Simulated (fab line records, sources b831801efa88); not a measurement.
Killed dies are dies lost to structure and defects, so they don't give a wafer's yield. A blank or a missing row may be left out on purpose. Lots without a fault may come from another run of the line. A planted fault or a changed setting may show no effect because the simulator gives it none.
Problem report in the 8D (eight disciplines) form, filled by code | flow gf180mcu | the parts of the form that need people (team, actions taken, sign-off) are left out

1. THE PROBLEM
heater_power_total_W at GF_TOP_METAL_SOFTBAKE_10 reads a mean of 65.45 W on 9 wafers of 3 lots; wafers without a fault read 56.60 W with a standard deviation of 0.039. That is +99 or more standard deviations from the usual mean.
The step: time 60 s.
First seen on wafer L125.2, day 31 06:33, on litho_track-02. The record holds 36 wafers of 12 lots with a number at this step. Rule for "out", or "out of limits": more than 4 standard deviations from the usual mean. The other wafers with a number count as sound.

2. WHAT IT IS AND WHAT IT IS NOT
question                    | is                                 | is not
which readings at this step | heater_power_total_W, plate_temp_C | -
which lots                  | L125, L126, L128                   | L114, L115, L118, L120, L124, L133, L134, L136, L137
which wafers of those lots  | all that have a number             | -
read on which tools         | litho_track-02                     | litho_track-03, litho_track-04
when                        | from day 31 06:33                  | up to then (15 sound wafers); but 12 sound wafers of L133, L134, L136, L137 came after

3. SUSPECTS, AND WHAT RULES EACH OUT
Counting: a tool at a process step up to the reading stays a suspect if it ran every lot that is out and no sound lot after the first of them.
- litho_track-02 at GF_TOP_METAL_SOFTBAKE_10 (time 60 s): kept. It ran every lot that is out, first L125 (day 31 06:33), and no sound lot after that; its last sound lot up to then is L118 (day 29 07:51). Its own readings are out on those wafers: heater_power_total_W, plate_temp_C.
Left after counting: litho_track-02 at GF_TOP_METAL_SOFTBAKE_10.

4. THE CAUSE (what the simulator had put in)
Process parameter drift: litho_track-02, from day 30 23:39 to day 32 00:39, at GF_TOP_METAL_SOFTBAKE_10. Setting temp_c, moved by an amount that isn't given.
Counting left only this tool.

5. THE CHAIN OF EFFECTS, in route order
Each row: a reading whose mean over the struck wafers that have a number lies more than 3 standard deviations from the usual. Only readings for which the record gives a usual standard deviation are gone through. hours: the time from each lot's start at the first step in this table that gives one to its start at this step, as a median over the lots. sigmas: the change in usual standard deviations.
hours | step                     | reading                  | usual   | on struck wafers | change | sigmas
0     | GF_TOP_METAL_SOFTBAKE_10 | heater_power_total_W     | 56.60 W | 65.45            | +8.85  | +99 or more
0     | GF_TOP_METAL_SOFTBAKE_10 | plate_temp_C             | 90.02 C | 100.00           | +9.98  | +91
9     | GF_TOP_METAL_STRIP_17    | strip_time_to_endpoint_s | 13.46 s | 13.04            | -0.42  | -5.0
The process steps in it:
- GF_TOP_METAL_SOFTBAKE_10: time 60 s.
- GF_TOP_METAL_STRIP_17: strips in O2/N2.

6. WHAT WOULD HAVE CAUGHT IT SOONER
In this record the first reading out of limits was taken at day 31 06:33, 7 hours after the fault began at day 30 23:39.
